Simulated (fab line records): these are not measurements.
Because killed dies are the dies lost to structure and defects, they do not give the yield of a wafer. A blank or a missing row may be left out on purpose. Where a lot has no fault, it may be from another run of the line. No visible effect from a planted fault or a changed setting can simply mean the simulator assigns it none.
fab line records	flow gf180mcu
record: lots: 15	wafers: 44	lastDay: 34
route steps=602 shown STI@15 NSD@246 M1@329
lots that met no fault: from a run of the same line without faults
startH: the number of hours between the record's first day and the start of the first shown wafer of the lot	waitH: how many hours have passed since the lot's step before this one	" as in the row above	L1.1+2: a single row standing in for several wafers	- no value present, or no start provided	* or withheld: withheld	< > ~ a bound
route shown NAME@n: names a module that has steps shown in the file, with the first one's number in the route	usual: average and standard deviation across the fault-free wafers	same: alike in all rows	chamber/n: place in a boat	sites: the reading at each site	_std_site: the values' standard deviation	_edge_site: the outer-site mean with the inner-site mean subtracted	radiusMm: how far each site lies from the wafer's centre	mask NAME#n: copy n	behind: the last tool/chamber to shape the wafer	hold: why the lot went on hold/how many hours it stayed there/how the hold came to an end	device: transistor that didn't switch, given as n, p or np	end of line: tests of these same wafers at the route's end	a step without rows: its recipe alone	killed: dies lost to structure and defects at the first sort, not the wafer's yield	map: dies across one wafer; x = killed, . = not, _ = none there
set.NAME: the run value of the setting; set.NAME@STEP: its run value at that earlier step	model.NAME: the simulator's own value behind a step, which no gauge read
route steps across a sampled set of lots; one table per step, one row per wafer
services: the hour from which a tool's chamber was out of use, counted from the record's first day as startH (under 0 if before that day), plus the number of hours and why
== steps ==
step: GF_STI_ETCH_14
recipe: target: Si	chemistry: HBr/Cl2/O2	targetDepthNm: 360	icpW: 600	biasW: 150	pressureMtorr: 15	HBr_flow_sccm: 150	Cl2_flow_sccm: 40	O2_flow_sccm: 6	timeS: 102.9
usual: HBr_flow_sccm: 150.0/0.48	chamberPressureMTorr: 14.999/0.012	drypumpMotorCurrentA: 5.9/0.36	oesProductAu: 1.006/0.01	runLengthS: 131.2/0.33	throttleValvePct: 25.653/0.011
lot.wafer	tool	chamber	startH	waitH	HBr_flow_sccm	chamberPressureMTorr	drypumpMotorCurrentA	oesProductAu	rfHoursCounterH	runLengthS	throttleValvePct
L646.3	rieSi-02	2	25.87	0.0	150.0	14.994	5.9	0.993	57	131.3	25.672
L646.5	"	2	"	"	150.2	15.001	5.9	0.990	-	131.3	25.662
L646.6	"	3	"	"	150.2	15.003	6.5	1.011	-	131.4	25.649
L647.2	rieSi-01	0	31.44	0.0	150.0	14.995	5.6	1.008	66	131.5	25.625
L647.3	"	3	"	"	150.9	14.991	6.2	1.013	58	131.2	25.640
L647.4	"	1	"	"	150.0	14.998	5.7	1.012	0	131.1	25.635
L648.3	rieSi-01	0	35.90	0.0	150.0	15.007	5.6	1.005	66	131.0	25.646
L648.4	"	3	"	"	150.7	15.028	6.3	1.011	58	131.1	25.644
L648.5	"	1	"	"	149.2	14.983	5.7	0.994	-	131.5	25.661
L649.2	rieSi-01	3	41.49	0.0	149.4	14.997	6.3	1.019	58	131.4	25.642
L649.3	"	0	"	"	150.0	14.985	5.6	1.017	66	131.3	25.633
L649.6	"	3	"	"	148.8	14.996	6.3	1.001	-	88.2	25.647
L650.2	rieSi-02	0	46.16	0.0	150.3	15.010	5.6	1.008	26	130.9	25.657
L650.5	"	0	"	"	149.2	15.008	5.6	1.016	-	130.9	25.636
L650.6	"	1	"	"	149.7	14.987	5.5	1.013	-	130.4	25.661
L651.3	rieSi-01	2	52.69	0.0	150.5	15.009	5.5	1.005	71	130.8	25.659
L651.4	"	0	"	"	149.4	15.016	5.6	1.022	66	88.3	25.636
L652.1	rieSi-01	1	57.64	0.0	150.4	15.005	5.7	1.004	1	131.4	25.649
L652.3	"	0	"	"	150.3	15.014	5.6	1.004	66	131.4	25.645
L652.4	"	3	"	"	149.8	14.993	6.3	0.996	58	88.1	25.637
L656.2	rieSi-02	3	79.74	0.0	150.9	15.011	6.5	0.994	133	131.4	25.647
L656.3	"	1	"	"	149.6	14.994	5.5	1.000	61	130.5	25.665
L656.6	"	1	"	"	148.8	14.999	5.5	1.007	-	130.6	25.685
L661.2	rieSi-02	1	103.89	0.0	150.1	14.979	5.6	0.996	62	130.7	25.659
L661.5	"	0	"	"	150.0	14.981	5.6	1.013	-	131.1	25.663
L661.6	"	3	"	"	149.4	14.996	6.5	1.012	-	131.7	25.668
L662.1	rieSi-02	0	108.09	0.0	150.1	15.002	5.6	1.021	26	131.0	25.629
L662.4	"	2	"	"	149.6	14.999	5.9	0.986	58	131.6	25.659
L662.6	"	1	"	"	150.3	15.000	5.5	1.003	-	130.9	25.662
L663.1	rieSi-02	3	113.39	0.0	150.0	14.992	6.5	1.011	133	131.2	25.639
L663.2	"	1	"	"	150.0	15.002	5.5	1.007	62	130.7	25.670
L663.4	"	0	"	"	149.8	14.990	5.6	1.019	26	131.0	25.640
L664.2	rieSi-02	2	118.60	0.0	150.3	14.983	5.9	1.011	58	131.5	25.666
L664.3	"	1	"	"	149.8	14.996	5.5	1.002	62	130.7	25.635
L664.5	"	0	"	"	150.9	15.006	5.6	1.017	-	131.2	25.655
L665.2	rieSi-02	3	123.99	0.0	149.8	15.010	6.5	1.014	133	131.4	25.654
L665.5	"	1	"	"	150.5	14.991	5.5	0.998	-	130.7	25.652
L665.6	"	0	"	"	149.6	15.009	5.6	1.021	-	131.3	25.648
L666.2	rieSi-01	3	128.93	0.0	150.1	14.981	6.3	1.020	59	131.2	25.659
L666.4	"	1	"	"	150.2	15.017	5.7	1.000	1	131.1	25.656
L666.5	"	0	"	"	149.7	15.024	5.6	1.018	-	131.4	25.656
L668.1	rieSi-02	3	139.78	0.0	150.7	14.994	6.5	0.999	133	131.5	25.653
L668.2	"	1	"	"	148.5	14.989	5.5	0.989	62	130.7	25.660
L668.3	"	2	"	"	150.3	15.014	5.9	0.996	58	131.2	25.657
step: GF_STI_STRIP_15
recipe: chemistry: O2/N2	powerW: 1400	pressureMtorr: 1500	platenTempC: 250	o2FlowSccm: 3000	n2FlowSccm: 300	overashFraction: 0.5
usual: chamberPressureMTorr: 1500.0/1.3	drypumpMotorCurrentA: 5.73/0.23	heaterPowerW: 327/34	oesProductAu: 0.383/0.0043	stripTimeToEndpointS: 3.70/0.048
lot.wafer	tool	chamber	startH	waitH	chamberPressureMTorr	drypumpMotorCurrentA	heaterPowerW	oesProductAu	rfHoursCounterH	stripTimeToEndpointS
L646.3	plasmaAsher-01	1	25.98	0.1	1500.7	5.29	277	0.382	-	3.65
L646.5	"	0	"	"	1498.8	6.21	378	0.380	-	3.83
L646.6	"	1	"	"	1500.1	5.29	265	0.381	-	3.68
L647.2	plasmaAsher-04	1	31.51	0.0	1497.9	5.67	307	0.387	26	3.69
L647.3	"	0	"	"	1500.6	5.65	324	0.379	-	3.66
L647.4	"	1	"	"	1498.3	5.66	299	0.389	-	3.69
L648.3	plasmaAsher-04	0	36.01	0.1	1499.9	5.68	318	0.384	-	3.71
L648.4	"	1	"	"	1500.8	5.63	300	0.387	-	3.68
L648.5	"	0	"	"	1498.0	5.61	322	0.384	-	3.75
L649.2	plasmaAsher-04	0	41.56	0.0	1499.4	5.64	321	0.385	27	3.66
L649.3	"	0	"	"	1499.3	5.64	322	0.383	-	3.69
L649.6	"	1	"	"	1501.1	5.65	302	0.405	-	4.29
L650.2	plasmaAsher-04	1	46.24	0.0	1499.1	5.66	294	0.382	28	3.63
L650.5	"	0	"	"	1500.8	5.62	331	0.384	-	3.67
L650.6	"	1	"	"	1501.1	5.62	295	0.379	-	3.60
L651.3	plasmaAsher-03	1	52.80	0.1	1501.6	5.79	372	0.380	-	3.73
L651.4	"	0	"	"	1501.9	5.85	318	0.414	-	4.27
L652.1	plasmaAsher-04	1	57.71	0.0	1499.5	5.64	298	0.391	29	3.70
L652.3	"	1	"	"	1499.4	5.66	307	0.384	-	3.75
L652.4	"	0	"	"	1501.5	5.66	327	0.413	-	4.25
L656.2	plasmaAsher-03	1	79.82	0.0	1500.2	5.82	363	0.376	31	3.65
L656.3	"	0	"	"	1496.7	5.85	303	0.383	-	3.66
L656.6	"	1	"	"	1499.5	5.78	368	0.381	-	3.64
L661.2	plasmaAsher-01	0	103.96	0.0	1499.3	6.16	385	0.385	46	3.69
L661.5	"	1	"	"	1498.9	5.30	276	0.386	-	3.69
L661.6	"	0	"	"	1500.8	6.19	366	0.383	-	3.63
L662.1	plasmaAsher-04	0	108.16	0.0	1501.0	5.67	324	0.385	34	3.75
L662.4	"	0	"	"	1499.3	5.64	326	0.379	-	3.73
L662.6	"	1	"	"	1500.8	5.67	303	0.378	-	3.69
L663.1	plasmaAsher-04	1	113.47	0.0	1501.3	5.65	300	0.386	35	3.81
L663.2	"	0	"	"	1500.2	5.62	331	0.384	35	3.71
L663.4	"	1	"	"	1499.0	5.62	298	0.384	-	3.78
L664.2	plasmaAsher-03	1	118.68	0.0	1497.4	5.81	371	0.387	0	3.74
L664.3	"	1	"	"	1502.2	5.78	377	0.388	-	3.79
L664.5	"	0	"	"	1499.2	5.88	321	0.383	-	3.68
L665.2	plasmaAsher-03	0	124.06	0.0	1498.7	5.86	322	0.378	0	3.63
L665.5	"	1	"	"	1502.0	5.80	379	0.386	-	3.62
L665.6	"	0	"	"	1501.1	5.87	323	0.380	-	3.66
L666.2	plasmaAsher-01	0	129.01	0.0	1501.7	6.18	377	0.379	48	3.70
L666.4	"	0	"	"	1499.3	6.21	387	0.381	-	3.68
L666.5	"	0	"	"	1499.2	6.19	379	0.387	-	3.69
L668.1	plasmaAsher-03	1	139.86	0.0	1500.8	5.77	371	0.387	2	3.76
L668.2	"	0	"	"	1499.2	5.85	318	0.379	2	3.66
L668.3	"	1	"	"	1503.2	5.81	379	0.379	-	3.71
step: GF_NSD_STRIP_11
recipe: chemistry: O2/N2	powerW: 1400	pressureMtorr: 1500	platenTempC: 250	o2FlowSccm: 3000	n2FlowSccm: 300	overashFraction: 0.5
usual: chamberPressureMTorr: 1499.9/1.3	drypumpMotorCurrentA: 5.6/0.38	heaterPowerW: 335/49	oesProductAu: 0.487/0.0042	stripTimeToEndpointS: 22.96/0.043
lot.wafer	tool	chamber	startH	waitH	chamberPressureMTorr	drypumpMotorCurrentA	heaterPowerW	oesProductAu	rfHoursCounterH	stripTimeToEndpointS
L646.3	plasmaAsher-01	1	297.17	0.1	1499.0	5.3	277	0.482	-	23.02
L646.5	"	0	"	"	1500.3	6.2	383	0.487	-	23.02
L646.6	"	1	"	"	1500.6	5.3	270	0.490	-	23.04
L647.2	plasmaAsher-04	1	308.21	0.1	1501.2	5.7	300	0.487	55	22.92
L647.3	"	0	"	"	1498.2	5.6	327	0.489	-	22.94
L647.4	"	1	"	"	1500.2	5.7	298	0.483	-	22.95
L648.3	plasmaAsher-01	1	319.07	0.1	1499.6	5.3	272	0.487	-	22.98
L648.4	"	0	"	"	1499.5	6.2	377	0.482	-	22.97
L648.5	"	0	"	"	1503.5	6.2	376	0.482	-	22.97
L649.2	plasmaAsher-04	1	328.04	0.1	1501.7	5.6	307	0.490	57	22.97
L649.3	"	1	"	"	1498.2	5.6	304	0.483	-	22.98
L649.6	"	1	"	"	1501.0	5.6	292	0.487	-	22.93
L650.2	plasmaAsher-04	1	334.49	0.1	1499.8	5.6	302	0.490	57	22.92
L650.5	"	0	"	"	1501.5	5.6	325	0.484	-	22.97
L650.6	"	1	"	"	1499.6	5.6	302	0.497	-	22.97
L651.3	plasmaAsher-01	0	347.62	0.1	1499.4	6.2	377	0.489	-	22.86
L651.4	"	1	"	"	1500.9	5.3	275	0.488	-	22.86
L652.1	plasmaAsher-01	0	366.69	0.1	1500.2	6.2	388	0.485	75	23.00
L652.3	"	1	"	"	1500.0	5.3	272	0.488	-	22.98
L652.4	"	0	"	"	1500.3	6.2	396	0.486	-	22.94
L656.2	plasmaAsher-02	0	392.79	0.1	1498.3	5.0	386	0.487	80	23.01
L656.3	"	0	"	"	1498.2	5.0	390	0.491	-	22.96
L656.6	"	0	"	"	1500.3	5.0	374	0.483	-	22.97
L661.2	plasmaAsher-04	1	429.39	0.1	1501.1	5.6	300	0.489	67	23.04
L661.5	"	0	"	"	1499.8	5.6	337	0.494	-	22.98
L661.6	"	1	"	"	1497.1	5.6	310	0.492	-	23.00
L662.1	plasmaAsher-02	0	435.54	0.1	1500.3	5.0	372	0.493	0	22.91
L662.4	"	0	"	"	1501.5	5.0	371	0.482	-	22.95
L662.6	"	0	"	"	1499.9	5.0	375	0.486	-	22.93
L663.1	plasmaAsher-01	0	442.50	0.1	1500.6	6.2	383	0.484	84	22.94
L663.2	"	1	"	"	1497.0	5.3	273	0.489	84	22.96
L663.4	"	0	"	"	1501.4	6.2	376	0.478	-	22.93
L664.2	plasmaAsher-04	1	450.49	0.1	1500.0	5.6	298	0.486	69	23.01
L664.3	"	0	"	"	1499.5	5.7	321	0.485	-	23.07
L664.5	"	0	"	"	1498.8	5.7	325	0.496	-	23.07
L665.2	plasmaAsher-01	1	458.22	0.1	1499.6	5.3	275	0.479	85	22.93
L665.5	"	0	"	"	1499.6	6.2	380	0.480	-	22.92
L665.6	"	1	"	"	1502.7	5.3	267	0.496	-	22.91
L666.2	plasmaAsher-01	1	468.02	0.1	1499.1	5.3	266	0.488	86	22.98
L666.4	"	0	"	"	1502.3	6.2	381	0.486	-	22.96
L666.5	"	0	"	"	1501.5	6.2	393	0.482	-	22.99
L668.1	plasmaAsher-01	0	484.50	0.1	1497.7	6.2	384	0.486	88	22.91
L668.2	"	1	"	"	1499.6	5.3	272	0.487	88	22.91
L668.3	"	0	"	"	1503.6	6.2	375	0.483	-	22.94
step: GF_M1_CD_MEAS_14
recipe: targetCdNm: 230
usual: cdNm: 230.1/1.2
lot.wafer	tool	chamber	startH	waitH	cdNm
L646.3	cdSem-02	-	387.62	0.1	229.6
L646.5	"	-	"	"	229.2
L646.6	"	-	"	"	230.0
L647.2	cdSem-01	-	399.57	0.1	231.0
L647.3	"	-	"	"	230.9
L647.4	"	-	"	"	230.5
L648.3	cdSem-01	-	412.29	0.1	230.2
L648.4	"	-	"	"	230.4
L648.5	"	-	"	"	229.5
L649.2	cdSem-02	-	421.63	0.1	229.9
L649.3	"	-	"	"	230.0
L649.6	"	-	"	"	229.6
L650.2	cdSem-02	-	429.30	0.1	230.9
L650.5	"	-	"	"	231.7
L650.6	"	-	"	"	232.0
L651.3	cdSem-01	-	443.47	0.1	231.2
L651.4	"	-	"	"	232.1
L652.1	cdSem-01	-	464.98	0.1	231.5
L652.3	"	-	"	"	231.5
L652.4	"	-	"	"	231.8
L656.2	cdSem-02	-	493.47	0.1	232.0
L656.3	"	-	"	"	231.4
L656.6	"	-	"	"	230.7
L661.2	cdSem-01	-	528.85	0.1	228.5
L661.5	"	-	"	"	228.6
L661.6	"	-	"	"	228.3
L662.1	cdSem-02	-	534.97	0.1	227.8
L662.4	"	-	"	"	228.0
L662.6	"	-	"	"	228.3
L663.1	cdSem-02	-	541.93	0.1	228.7
L663.2	"	-	"	"	229.1
L663.4	"	-	"	"	229.6
L664.2	cdSem-01	-	550.35	0.1	231.2
L664.3	"	-	"	"	231.0
L664.5	"	-	"	"	230.6
L665.2	cdSem-02	-	554.57	0.1	230.9
L665.5	"	-	"	"	231.0
L665.6	"	-	"	"	230.4
L666.2	cdSem-02	-	565.40	0.1	230.9
L666.4	"	-	"	"	230.8
L666.5	"	-	"	"	230.2
L668.1	cdSem-01	-	580.33	0.1	228.8
L668.2	"	-	"	"	229.3
L668.3	"	-	"	"	228.9
step: GF_M1_OVL_MEAS_15
usual: M1_OVL: 2/5.6
lot.wafer	tool	chamber	startH	waitH	M1_OVL[nm]
L646.3	overlay-01	-	387.71	0.1	-3
L646.5	"	-	"	"	1
L646.6	"	-	"	"	4
L647.2	overlay-02	-	399.67	0.1	0
L647.3	"	-	"	"	5
L647.4	"	-	"	"	2
L648.3	overlay-01	-	412.38	0.1	4
L648.4	"	-	"	"	4
L648.5	"	-	"	"	-3
L649.2	overlay-02	-	421.74	0.1	-2
L649.3	"	-	"	"	-1
L649.6	"	-	"	"	-3
L650.2	overlay-02	-	429.41	0.1	7
L650.5	"	-	"	"	5
L650.6	"	-	"	"	5
L651.3	overlay-01	-	443.56	0.1	1
L651.4	"	-	"	"	0
L652.1	overlay-01	-	465.10	0.1	5
L652.3	"	-	"	"	4
L652.4	"	-	"	"	7
L656.2	overlay-02	-	493.57	0.1	12
L656.3	"	-	"	"	5
L656.6	"	-	"	"	-3
L661.2	overlay-02	-	528.95	0.1	4
L661.5	"	-	"	"	2
L661.6	"	-	"	"	8
L662.1	overlay-02	-	535.09	0.1	-12
L662.4	"	-	"	"	-1
L662.6	"	-	"	"	-5
L663.1	overlay-01	-	542.05	0.1	-2
L663.2	"	-	"	"	-5
L663.4	"	-	"	"	0
L664.2	overlay-02	-	550.45	0.1	-8
L664.3	"	-	"	"	-4
L664.5	"	-	"	"	-8
L665.2	overlay-01	-	554.67	0.1	4
L665.5	"	-	"	"	0
L665.6	"	-	"	"	5
L666.2	overlay-02	-	565.50	0.1	1
L666.4	"	-	"	"	-6
L666.5	"	-	"	"	-1
L668.1	overlay-02	-	580.45	0.1	6
L668.2	"	-	"	"	1
L668.3	"	-	"	"	-1
== services ==
tool	chamber	startH	hours	kind
plasmaAsher-04	-	21.43	0.9	repair
rieSi-01	-	44.70	0.1	repair
rieSi-02	0	54.67	30.3	repair
rieSi-02	3	57.09	7.4	repair
plasmaAsher-01	-	63.52	2.8	repair
plasmaAsher-03	-	108.79	9.0	pm
plasmaAsher-03	-	108.84	3.5	repair
plasmaAsher-02	-	132.22	1.2	repair
plasmaAsher-02	-	155.52	14.6	pm
rieSi-02	3	157.72	-	clean
rieSi-02	3	157.72	15.7	scheduledDown
rieSi-02	3	157.72	15.7	ventCycle
plasmaAsher-04	-	164.07	2.4	repair
rieSi-02	1	213.30	4.9	repair
plasmaAsher-02	-	277.55	4.3	pm
plasmaAsher-04	-	284.91	4.1	repair
plasmaAsher-03	-	301.96	2.8	pm
rieSi-02	1	309.88	8.7	repair
plasmaAsher-01	-	375.45	0.9	repair
plasmaAsher-02	-	421.25	9.0	pm
plasmaAsher-02	-	429.00	3.3	repair
plasmaAsher-02	-	458.77	2.8	pm
rieSi-02	1	463.09	-	clean
plasmaAsher-04	-	476.55	2.8	pm
== key ==
firstSign: step: GF_STI_ETCH_14	reading: runLengthS	direction: down	sigmas: 99+	usual: *	struck: *
effect: step: GF_STI_STRIP_15	reading: stripTimeToEndpointS	direction: up	sigmas: 12	usual: *	struck: *
metAt GF_STI_ETCH_14
struckLots L649,L651,L652
struckWafers L649.6,L651.4,L652.4
sortLeftOut L649.6,L651.4,L652.4
testerLeftOut L649,L651,L652
notActingAt GF_NSD_STRIP_11,GF_M1_CD_MEAS_14,GF_M1_OVL_MEAS_15
onsetBetween 35.90 41.49
fault: kind: processParameterDrift	tool: rieSi-01	chamber: -	onsetH: 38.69	steps: GF_STI_ETCH_14	channel: timeS	offset: *	shape: step	endH: 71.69	scope: struckWafersOnly	actsIn: *	stated: *
testerLeftOut: of these lots the tester's yield and bins aren't shown, on N5 and GAA mostly nor the transistor test; their killed dies are dies lost to structure and defects alone, not to doping, threshold or leakage, so they don't give the yield
sortLeftOut: the simulated sort isn't trusted on such a fault, so these wafers' sort isn't shown, and their yield isn't known
